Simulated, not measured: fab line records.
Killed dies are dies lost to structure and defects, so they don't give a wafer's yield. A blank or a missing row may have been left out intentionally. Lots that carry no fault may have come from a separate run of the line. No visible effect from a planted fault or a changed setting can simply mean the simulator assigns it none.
2 desks looking at one fault    flow gf180mcu    only its own numbers are on each desk; what lay behind them is given at the end

AT THE TOOL OWNER'S DESK: implanter-04
The tool's own readings at GF_HV_LDD_IMPLANT_33: means of the sampled wafers that have a number, for each lot that ran on this tool. A lot is out of limits, marked OUT, if its mean lies more than 4 standard deviations from the usual mean; the brackets give that distance.
Columns: A = beam energy keV at GF_HV_LDD_IMPLANT_33, usual 59.996; B = beam on s at GF_HV_LDD_IMPLANT_33, usual 10.00 s; C = faraday current uA at GF_HV_LDD_IMPLANT_33, usual 42.3
lot   first seen here  A       B                C
L112  day 14 02:17     59.999  9.95             42.5
L114  day 14 18:37     59.975  10.00            42.4
L119  day 16 01:29     59.992  8.26 (-8.3) OUT  51.2 (+10) OUT
L120  day 16 09:40     60.015  8.21 (-8.5) OUT  51.4 (+10) OUT
Finding of this desk: L119, L120 out of limits; the first was L119 at day 16 01:29, on beam on s at GF_HV_LDD_IMPLANT_33. In limits: L112, L114.

AT THE METROLOGY DESK
Lot by lot, what the gauges showed, no matter which tool ran the lot: averages of those sampled wafers that carry a number. A lot is out of limits, marked OUT, if its mean lies more than 4 standard deviations from the usual mean; the brackets give that distance.
Columns: A = LVPWELL_RS at GF_VT_IMPLANT_RS_MEAS_48, usual 1195 ohm/sq; B = HV_LDD_2_TW at GF_HV_LDD_TW_MEAS_23, usual 1059; C = HV_LDD_RS at GF_HV_LDD_RS_MEAS_53, usual 417.6 ohm/sq
lot   first seen here  A     B     C
L107  day 8 06:33      1190  1067  417.3
L109  day 8 18:06      1196  1067  418.0
L108  day 8 19:35      1191  1070  416.6
L111  day 9 04:11      1192  1050  418.6
L112  day 9 18:08      1197  1048  418.4
L114  day 10 04:35     1202  1070  418.0
L118  day 11 05:36     1193  1063  417.4
L119  day 11 10:16     1192  1067  421.7 (+4.1) OUT
L120  day 11 17:20     1196  1068  421.2
L126  day 13 11:57     1194  1042  416.7
L127  day 13 20:11     1197  1040  416.2
L128  day 14 01:22     1198  1069  417.1
L129  day 14 10:43     1187  1036  416.2
This desk reports L119 out of limits; the earliest was L119 at day 17 01:16 (HV_LDD_RS at GF_HV_LDD_RS_MEAS_53). In limits: L107, L109, L108, L111, L112, L114, L118, L120, L126, L127, L128, L129.

ALL TOGETHER
The tool owner's desk could have raised an alarm at day 16 01:29, on L119, L120.
On L119, the metrology desk was in a position to raise an alarm at day 17 01:16.
The metrology desk holds a record of L120, inside its limits.
GF_HV_LDD_IMPLANT_33 was run on implanter-04 by each of the lots named.

WHAT THE SIMULATOR HAD PUT IN
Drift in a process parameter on implanter-04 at GF_HV_LDD_IMPLANT_33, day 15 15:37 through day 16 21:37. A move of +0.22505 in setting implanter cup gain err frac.
Lots struck among those shown: L119, L120.
Hours from the fault's start to each desk's first reading out of limits: the tool owner's desk, 10; the metrology desk, 34.
